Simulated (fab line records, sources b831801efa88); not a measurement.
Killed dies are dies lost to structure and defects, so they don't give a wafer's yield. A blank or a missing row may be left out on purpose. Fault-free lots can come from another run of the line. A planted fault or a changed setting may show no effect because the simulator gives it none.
Matching of chambers | flow gf180mcu | GF_V5_CMP_26 on cmp-01: 4 sister chambers
The step polishes, stops on SiO2, t overpolish 15 s, target thk 0 nm. 8 wafers are shown with their chamber, then 8 later ones without.

## WAFERS WITH THEIR CHAMBER
wafer  | chamber | motor_current_A (A) | time_to_endpoint_s (s)
L734.5 | 0       | 11.4                | 87.3
L736.2 | 0       | 11.5                | 83.2
L736.4 | 1       | 10.8                | 85.5
L737.4 | 1       | 11.2                | 85.1
L739.1 | 3       | 12.3                | 75.1
L739.4 | 2       | 10.6                | 78.4
L739.6 | 2       | 10.6                | 79.6
L740.2 | 3       | 12.2                | 80.2

## WAFERS WITHOUT THEIR CHAMBER
wafer  | motor_current_A (A) | time_to_endpoint_s (s)
L740.4 | 10.9                | 82.9
L740.6 | 11.7                | 83.0
L741.2 | 10.8                | 84.2
L741.3 | 10.7                | 84.0
L741.5 | 11.2                | 82.6
L742.2 | 11.5                | 83.6
L742.3 | 12.1                | 78.0
L742.6 | 11.7                | 86.7

## CHAMBER TAKEN BY EACH
wafer  | from the rows above     | in truth
L740.4 | can't be placed: 1 or 2 | 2
L740.6 | 0                       | 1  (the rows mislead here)
L741.2 | can't be placed: 1 or 2 | 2
L741.3 | can't be placed: 1 or 2 | 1
L741.5 | can't be placed: 1 or 0 | 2
L742.2 | 0                       | 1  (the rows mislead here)
L742.3 | 3                       | 3
L742.6 | 0                       | 0
Placed correctly: 2 of 8. Not placeable from these rows: 4 (in 3, the candidates include the true chamber). Wrongly placed: 2.
How it was worked out, from the rows above alone: a wafer's distance from a chamber is the root of the sum, over the readings, of the square of ((its reading less the chamber's mean) divided by the reading's scatter). If the next closest chamber is less than 2 further off than the closest, the wafer can't be placed; otherwise it belongs to the closest. For every chamber, the mean is computed from those of its wafers that are shown. The scatter: take each reading less its chamber's mean, square it, sum over the shown wafers, divide by the number of wafers less the number of chambers, and take the root.
